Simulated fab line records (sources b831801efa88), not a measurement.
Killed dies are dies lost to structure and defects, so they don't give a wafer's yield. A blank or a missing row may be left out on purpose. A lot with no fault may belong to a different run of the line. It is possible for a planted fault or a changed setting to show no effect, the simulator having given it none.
fab line records | flow sky130
record: lots: 14 wafers: 42 last-day: 50
route steps=708 shown METAL2@501 CAPM@550 METAL4@626
lots untouched by any fault: they come from a run of this same line in which no faults occurred
start-h: start of the lot's first displayed wafer, in hours after the record's first day | wait-h: hours elapsed since this lot's preceding step | " as in the row above | L1.1+2: several wafers, shown together as one row | - either no value or no given start | * or withheld: withheld | < > ~ a bound
route shown NAME@n: NAME is a module with steps in the file, n the number in the route of the first one | usual: mean and standard deviation over wafers with no fault | same: alike in all rows | chamber/n: place in a boat | sites: readings site by site | _std_site: their standard deviation | _edge_site: mean of outer sites minus mean of inner sites | radius-mm: for every site, how far away it sits from the centre of the wafer | mask NAME#n: copy n | behind: the tool/chamber that last shaped the wafer | hold: why the lot was held/for how many hours/how that ended | device: whichever transistor did not switch (one of n, p or np) | end of line: the same wafers' tests at the end of the route | a step with no rows: only its recipe | killed: at the first sort, the dies lost to defects and structure; wafer yield is something else | map: a wafer's dies, marking killed ones x, the rest . and places with no die _
set.NAME: the setting the step ran with; set.NAME@STEP: the setting that earlier step ran with | model.NAME: the simulator's own value behind a step, which no gauge read
steps of the route over a sample of lots; a table a step, a row a wafer
services: the hour from which a tool's chamber was out of use, counted from the record's first day as start-h (under 0 if before that day), plus the number of hours and why
== steps ==
step: SKY_METAL2_ETCH_18
recipe: chemistry: N2/H2 target: BARC ion-energy-ev: 200 bias-w: 100 pressure-mtorr: 30 n2-flow-sccm: 100 h2-flow-sccm: 200 icp-w: 500 stop-on: SiO2 time-s: 45.9 target-depth-a: 600
usual: drypump-motor-current-A: 5.6/0.48 n2-flow-sccm: 100.00/0.29 oes-product-au: 0.853/0.0045 rf-fwd-power-W: 495.0/2 throttle-valve-pct: 13.224/0.0093
same: time-s: 45.9
columns lot.wafer tool chamber start-h wait-h drypump-motor-current-A n2-flow-sccm oes-product-au rf-fwd-power-W rf-hours-counter-h throttle-valve-pct
L385.1 rie-metal-02 1 817.22 0.0 5.1 99.97 0.855 494.4 8 13.221
L385.2 " 0 " " 5.3 100.16 0.858 496.9 16 13.233
L385.5 " 1 " " 5.1 100.15 0.856 494.3 - 13.224
L386.1 rie-metal-02 0 820.37 0.0 5.3 100.46 0.852 496.6 16 13.220
L386.4 " 1 " " 5.1 100.04 0.854 491.6 - 13.224
L386.5 " 1 " " 5.1 99.95 0.852 492.8 - 13.233
L387.1 rie-metal-03 1 837.47 0.0 6.5 99.83 0.852 494.0 0 13.229
L387.3 " 0 " " 5.6 100.17 0.859 492.0 - 13.225
L387.5 " 0 " " 5.6 100.37 0.854 494.4 - 13.214
L388.1 rie-metal-01 1 850.82 0.0 5.8 100.19 0.855 492.7 8 13.219
L388.4 " 1 " " 5.8 100.40 0.855 490.8 - 13.235
L388.5 " 0 " " 5.3 100.01 0.861 494.2 - 13.219
L390.2 rie-metal-03 1 864.83 0.1 6.5 99.94 0.848 497.3 - 13.217
L390.4 " 1 " " 6.5 100.07 0.850 499.7 - 13.227
L390.5 " 1 " " 6.5 100.01 0.851 495.2 - 13.230
L389.3 rie-metal-02 1 866.90 0.1 5.1 100.06 0.856 493.4 - 13.236
L389.4 " 1 " " 5.1 99.81 0.864 491.6 - 13.229
L389.6 " 1 " " 5.1 99.99 0.854 491.9 - 13.228
L398.1 rie-metal-02 0 926.62 0.0 5.3 99.95 0.851 494.5 3 13.226
L398.2 " 1 " " 5.0 100.41 0.854 493.7 14 13.226
L398.4 " 1 " " 5.0 100.10 0.846 492.2 - 13.226
L400.3 rie-metal-03 0 934.89 0.0 5.5 99.80 0.848 493.2 - 13.223
L400.4 " 1 " " 6.5 100.30 0.853 495.3 - 13.232
L400.5 " 1 " " 6.5 99.69 0.854 495.0 - 13.233
L401.2 rie-metal-01 1 944.13 0.0 5.8 100.26 0.848 496.3 11 13.210
L401.3 " 0 " " 5.4 99.96 0.853 495.9 - 13.229
L401.4 " 1 " " 5.8 100.05 0.852 494.9 - 13.215
L403.2 rie-metal-03 0 961.08 0.0 5.6 99.95 0.858 491.6 3 13.215
L403.5 " 0 " " 5.6 99.70 0.851 490.6 - 13.228
L403.6 " 1 " " 6.5 99.96 0.851 496.6 - 13.237
L402.2 rie-metal-01 1 967.08 0.0 5.8 100.26 0.847 495.2 13 13.217
L402.4 " 1 " " 5.9 100.01 0.852 493.6 - 13.228
L402.5 " 0 " " 5.4 99.94 0.844 496.5 - 13.224
L405.2 rie-metal-02 0 968.07 0.0 5.3 99.87 0.858 495.0 4 13.235
L405.3 " 0 " " 5.3 99.96 0.854 494.3 - 13.234
L405.5 " 0 " " 5.3 100.12 0.856 495.1 - 13.213
L406.1 rie-metal-02 0 978.47 0.0 5.3 100.30 0.851 492.4 5 13.228
L406.2 " 1 " " 5.0 99.93 0.855 494.8 16 13.228
L406.3 " 1 " " 5.1 100.05 0.859 494.5 - 13.207
L407.1 rie-metal-03 0 981.37 0.0 5.6 100.58 0.856 495.1 5 13.204
L407.3 " 0 " " 5.5 100.31 0.853 493.3 - 13.227
L407.6 " 0 " " 5.6 100.36 0.853 496.8 - 13.225
step: SKY_CAPM_METAL_ETCH_13
recipe: target-depth-nm: 220 stop-on: SiO2 chemistry: Cl2/BCl3 target: TiN pressure-mtorr: 10 icp-w: 900 bias-w: 48.5 Cl2_flow_sccm: 60 bcl3-flow-sccm: 30 time-s: 62.9
usual: drypump-motor-current-A: 5.6/0.48 oes-product-au: 0.944/0.0075 rf-fwd-power-W: 894.1/2.6 throttle-valve-pct: 21.900/0.0096
same: time-s: 62.9
columns lot.wafer tool chamber start-h wait-h drypump-motor-current-A oes-product-au rf-fwd-power-W rf-hours-counter-h throttle-valve-pct
L385.1 rie-metal-04 1 872.60 0.0 5.9 0.958 894.5 3 21.895
L385.2 " 0 " " 5.0 0.940 898.8 3 21.898
L385.5 " 0 " " 5.0 0.947 898.3 - 21.892
L386.1 rie-metal-04 1 875.87 0.0 5.8 0.940 895.5 4 21.891
L386.4 " 0 " " 5.0 0.957 892.8 - 21.888
L386.5 " 1 " " 5.9 0.952 896.3 - 21.886
L387.1 rie-metal-04 0 891.80 0.0 5.0 0.951 897.4 3 21.902
L387.3 " 1 " " 5.8 0.949 893.8 - 21.898
L387.5 " 0 " " 5.0 0.955 894.6 - 21.902
L388.1 rie-metal-03 0 905.33 0.0 5.5 0.946 890.5 2 21.903
L388.4 " 0 " " 5.5 0.956 886.7 - 21.886
L388.5 " 0 " " 5.5 0.952 887.0 - 21.894
L390.2 rie-metal-01 0 918.77 0.0 5.3 0.944 895.5 - 21.904
L390.4 " 0 " " 5.3 0.936 897.8 - 21.911
L390.5 " 0 " " 5.3 0.935 898.2 - 21.915
L389.3 rie-metal-03 0 920.75 0.0 5.6 0.934 894.2 - 21.893
L389.4 " 1 " " 6.4 0.935 892.8 - 21.902
L389.6 " 0 " " 5.6 0.931 891.1 - 21.893
L398.1 rie-metal-01 0 978.77 0.0 5.3 0.946 898.7 10 21.898
L398.2 " 0 " " 5.3 0.945 897.3 - 21.896
L398.4 " 0 " " 5.3 0.943 899.9 - 21.886
L400.3 rie-metal-01 0 986.65 0.1 5.3 0.958 895.3 - 21.896
L400.4 " 0 " " 5.3 0.942 891.0 - 21.886
L400.5 " 0 " " 5.3 0.952 894.9 - 21.887
L401.2 rie-metal-04 0 995.40 0.0 5.0 0.944 890.9 8 21.911
L401.3 " 0 " " 5.0 0.928 891.6 - 21.890
L401.4 " 1 " " 5.8 0.940 895.1 - 21.915
L403.2 rie-metal-01 0 1011.08 0.0 5.4 0.940 896.9 13 21.893
L403.5 " 0 " " 5.4 0.945 893.2 - 21.902
L403.6 " 1 " " 5.9 0.945 897.3 - 21.898
L402.2 rie-metal-01 0 1016.70 0.0 5.3 0.942 890.5 13 21.895
L402.4 " 0 " " 5.3 0.956 893.5 - 21.889
L402.5 " 1 " " 5.8 0.935 893.6 - 21.910
L405.2 rie-metal-04 0 1017.57 0.0 5.0 0.945 892.0 9 21.899
L405.3 " 1 " " 5.9 0.950 894.5 - 21.899
L405.5 " 1 " " 5.8 0.937 892.2 - 21.914
L406.1 rie-metal-04 1 1027.23 0.0 5.8 0.947 895.3 11 21.894
L406.2 " 0 " " 5.0 0.959 896.0 10 21.905
L406.3 " 0 " " 4.9 0.954 895.6 - 21.895
L407.1 rie-metal-04 1 1030.20 0.0 5.8 0.943 891.2 11 21.896
L407.3 " 0 " " 5.0 0.938 895.5 - 21.899
L407.6 " 1 " " 5.8 0.943 893.0 - 21.905
step: SKY_METAL4_EXPOSE_10
recipe: mask-id: MM4 na: 0.68 source-shape: annular sigma-inner: 0.4 sigma-outer: 0.8 target-cd-nm: 300 dose-mj: 28
usual: exposure-dose-mJ-cm2: 27.95/0.042 focus-offset-nm: 0.1/0.5 reticle-temp-C: 23.00/0.11
columns lot.wafer tool chamber start-h wait-h mask exposure-dose-mJ-cm2 focus-offset-nm reticle-temp-C
L385.1 krf-scanner-02 0 965.06 - MM4#0 27.94 -0.3 22.82
L385.2 " 0 " " MM4#0 27.98 -0.5 22.78
L385.5 " 0 " " MM4#0 27.98 -0.3 22.93
L386.1 krf-scanner-01 0 968.49 - MM4#0 27.99 0.1 23.01
L386.4 " 0 " " MM4#0 27.97 1.3 22.80
L386.5 " 0 " " MM4#0 28.01 0.6 23.07
L387.1 krf-scanner-02 0 982.64 - MM4#0 27.92 0.5 23.39
L387.3 " 0 " " MM4#0 27.94 0.6 23.27
L387.5 " 0 " " MM4#0 27.92 0.7 23.05
L388.1 krf-scanner-01 - 995.91 - MM4#0 - - -
L388.4 " - " " MM4#0 - - -
L388.5 " - " " MM4#0 - - -
L390.2 krf-scanner-02 - 1008.51 - MM4#0 - - -
L390.4 " - " " MM4#0 - - -
L390.5 " - " " MM4#0 - - -
L389.3 krf-scanner-02 0 1009.89 - MM4#0 27.89 -0.7 22.93
L389.4 " 0 " " MM4#0 27.94 0.4 22.99
L389.6 " 0 " " MM4#0 27.88 0.5 23.02
L398.1 krf-scanner-01 0 1061.96 - MM4#0 27.97 1.0 23.12
L398.2 " 0 " " MM4#0 27.96 0.5 23.02
L398.4 " 0 " " MM4#0 28.00 1.2 22.86
L400.3 krf-scanner-02 0 1071.34 - MM4#0 27.96 0.0 23.01
L400.4 " 0 " " MM4#0 27.96 -0.4 22.92
L400.5 " 0 " " MM4#0 27.92 -0.3 23.03
L401.2 krf-scanner-02 0 1077.82 - MM4#0 27.90 0.2 23.02
L401.3 " 0 " " MM4#0 27.86 0.7 23.01
L401.4 " 0 " " MM4#0 27.92 -0.2 22.82
L403.2 krf-scanner-02 0 1091.73 - MM4#0 27.90 0.7 22.93
L403.5 " 0 " " MM4#0 27.86 1.1 22.97
L403.6 " 0 " " MM4#0 27.90 0.9 22.98
L402.2 krf-scanner-02 0 1095.78 - MM4#0 27.96 0.5 23.03
L402.4 " 0 " " MM4#0 27.92 0.7 22.81
L402.5 " 0 " " MM4#0 27.87 0.5 22.81
L405.2 krf-scanner-01 0 1099.32 - MM4#0 28.04 0.9 23.05
L405.3 " 0 " " MM4#0 28.06 0.9 22.98
L405.5 " 0 " " MM4#0 28.04 0.5 22.88
L406.1 krf-scanner-01 0 1105.55 - MM4#0 27.99 0.5 23.08
L406.2 " 0 " " MM4#0 27.98 -0.1 23.13
L406.3 " 0 " " MM4#0 28.00 -0.1 23.16
L407.1 krf-scanner-02 0 1109.57 - MM4#0 27.92 -0.4 23.05
L407.3 " 0 " " MM4#0 27.91 -0.7 22.87
L407.6 " 0 " " MM4#0 27.93 -0.5 23.08
step: SKY_METAL4_ETCH_16
recipe: chemistry: N2/H2 target: BARC ion-energy-ev: 200 bias-w: 100 pressure-mtorr: 30 n2-flow-sccm: 100 h2-flow-sccm: 200 icp-w: 500 stop-on: SiO2 time-s: 88.2 target-depth-a: 600
usual: drypump-motor-current-A: 5.6/0.48 n2-flow-sccm: 100.00/0.28 oes-product-au: 0.626/0.0043 rf-fwd-power-W: 496.4/1.5 throttle-valve-pct: 13.204/0.0087
same: time-s: 88.2
columns lot.wafer tool chamber start-h wait-h drypump-motor-current-A n2-flow-sccm oes-product-au rf-fwd-power-W rf-hours-counter-h throttle-valve-pct
L385.1 rie-metal-01 0 977.53 0.0 5.3 99.77 0.629 498.9 10 13.207
L385.2 " 1 " " 5.8 99.70 0.626 497.8 13 13.203
L385.5 " 1 " " 5.8 99.96 0.628 495.6 - 13.219
L386.1 rie-metal-02 1 980.53 0.0 5.0 99.56 0.626 497.7 16 13.225
L386.4 " 0 " " 5.3 99.83 0.628 494.3 - 13.191
L386.5 " 0 " " 5.3 99.81 0.623 494.2 - 13.189
L387.1 rie-metal-03 1 993.78 0.0 6.5 100.04 0.624 493.6 9 13.208
L387.3 " 1 " " 6.5 100.21 0.624 493.7 - 13.202
L387.5 " 0 " " 5.6 100.29 0.629 494.7 - 13.206
L388.1 rie-metal-03 1 1007.34 0.0 6.5 99.91 0.631 497.7 10 13.208
L388.4 " 1 " " 6.5 99.73 0.627 496.3 - 13.196
L388.5 " 1 " " 6.5 99.56 0.631 498.0 - 13.213
L390.2 rie-metal-01 0 1020.00 0.0 5.4 99.59 0.632 496.9 13 13.192
L390.4 " 0 " " 5.4 100.21 0.624 498.2 - 13.212
L390.5 " 1 " " 5.8 100.37 0.620 495.6 - 13.217
L389.3 rie-metal-03 1 1021.33 0.0 6.5 100.12 0.621 496.2 - 13.203
L389.4 " 0 " " 5.6 100.13 0.625 495.7 - 13.209
L389.6 " 1 " " 6.5 100.01 0.621 495.2 - 13.208
L398.1 rie-metal-02 0 1072.19 0.0 5.3 99.81 0.629 495.6 11 13.204
L398.2 " 1 " " 5.1 100.12 0.626 494.4 22 13.200
L398.4 " 1 " " 5.1 99.87 0.625 493.5 - 13.208
L400.3 rie-metal-03 0 1081.51 0.0 5.6 99.95 0.623 495.3 - 13.210
L400.4 " 1 " " 6.5 99.46 0.628 496.7 - 13.210
L400.5 " 0 " " 5.6 100.76 0.627 494.1 - 13.193
L401.2 rie-metal-03 0 1088.45 0.0 5.6 100.18 0.620 497.2 12 13.200
L401.3 " 0 " " 5.6 99.96 0.618 496.7 - 13.200
L401.4 " 1 " " 6.5 99.80 0.628 496.6 - 13.193
L403.2 rie-metal-03 0 1101.89 0.0 5.6 99.83 0.631 496.2 13 13.197
L403.5 " 0 " " 5.6 100.13 0.630 494.1 - 13.206
L403.6 " 1 " " 6.5 100.29 0.617 498.4 - 13.216
L402.2 rie-metal-03 0 1106.09 0.0 5.6 99.98 0.623 497.7 13 13.195
L402.4 " 0 " " 5.6 100.20 0.621 498.2 - 13.216
L402.5 " 1 " " 6.5 99.78 0.618 498.7 - 13.198
L405.2 rie-metal-02 1 1109.23 0.0 5.0 99.60 0.626 498.0 24 13.200
L405.3 " 1 " " 5.0 100.09 0.628 498.1 - 13.200
L405.5 " 1 " " 5.0 99.90 0.620 495.8 - 13.214
L406.1 rie-metal-02 1 1115.75 0.0 5.1 100.12 0.622 495.9 25 13.208
L406.2 " 0 " " 5.3 100.27 0.618 499.1 14 13.207
L406.3 " 0 " " 5.3 100.03 0.625 498.9 - 13.207
L407.1 rie-metal-01 1 1120.08 0.0 5.8 100.20 0.625 497.1 22 13.200
L407.3 " 1 " " 5.8 100.70 0.628 496.5 - 13.220
L407.6 " 0 " " 5.4 99.71 0.618 495.6 - 13.202
== services ==
columns tool chamber start-h hours kind
krf-scanner-01 - 794.07 6.2 repair
rie-metal-02 1 798.45 5.3 repair
krf-scanner-01 - 810.78 0.6 repair
rie-metal-01 - 829.91 14.6 pm
krf-scanner-01 - 835.13 1.0 pm
rie-metal-01 1 854.97 1.0 repair
krf-scanner-02 - 860.58 0.3 repair
krf-scanner-02 - 866.04 0.8 pm
rie-metal-02 - 870.41 2.1 repair
krf-scanner-02 - 893.80 4.4 pm
rie-metal-01 1 909.09 22.4 repair
krf-scanner-02 - 909.70 3.6 pm
krf-scanner-01 - 931.22 0.8 pm
krf-scanner-01 - 936.74 3.6 pm
rie-metal-02 - 939.40 0.8 repair
rie-metal-02 - 941.51 9.8 repair
krf-scanner-02 - 942.89 1.0 pm
rie-metal-03 0 945.59 14.8 repair
krf-scanner-02 - 965.52 1.3 pm
rie-metal-01 1 977.83 9.0 repair
rie-metal-04 - 1013.53 0.4 repair
krf-scanner-02 - 1034.84 0.8 pm
rie-metal-03 - 1050.13 0.5 repair
krf-scanner-02 - 1111.83 1.0 pm
== key ==
first-sign: step: SKY_METAL4_EXPOSE_10 reading: tool-record direction: missing
effect none on later readings
met-at SKY_METAL4_EXPOSE_10
struck-lots L388,L390
later-rows-left-out L388.1,L388.4,L388.5,L390.2,L390.4,L390.5
sort-left-out L388.1,L388.4,L388.5,L390.2,L390.4,L390.5
not-acting-at SKY_METAL2_ETCH_18,SKY_CAPM_METAL_ETCH_13,SKY_METAL4_ETCH_16
onset-between 982.64 995.91
fault: kind: skipped-step-whole tool: krf-scanner-01,krf-scanner-02 chamber: - onset-h: 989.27 steps: SKY_METAL4_EXPOSE_10 scope: struck-lots-only
sort-left-out: the simulated sort isn't trusted on such a fault, so these wafers' sort isn't shown, and their yield isn't known
later-rows-left-out: the simulator's readings of these wafers behind a module that went badly wrong aren't trusted and aren't shown, but for the sort
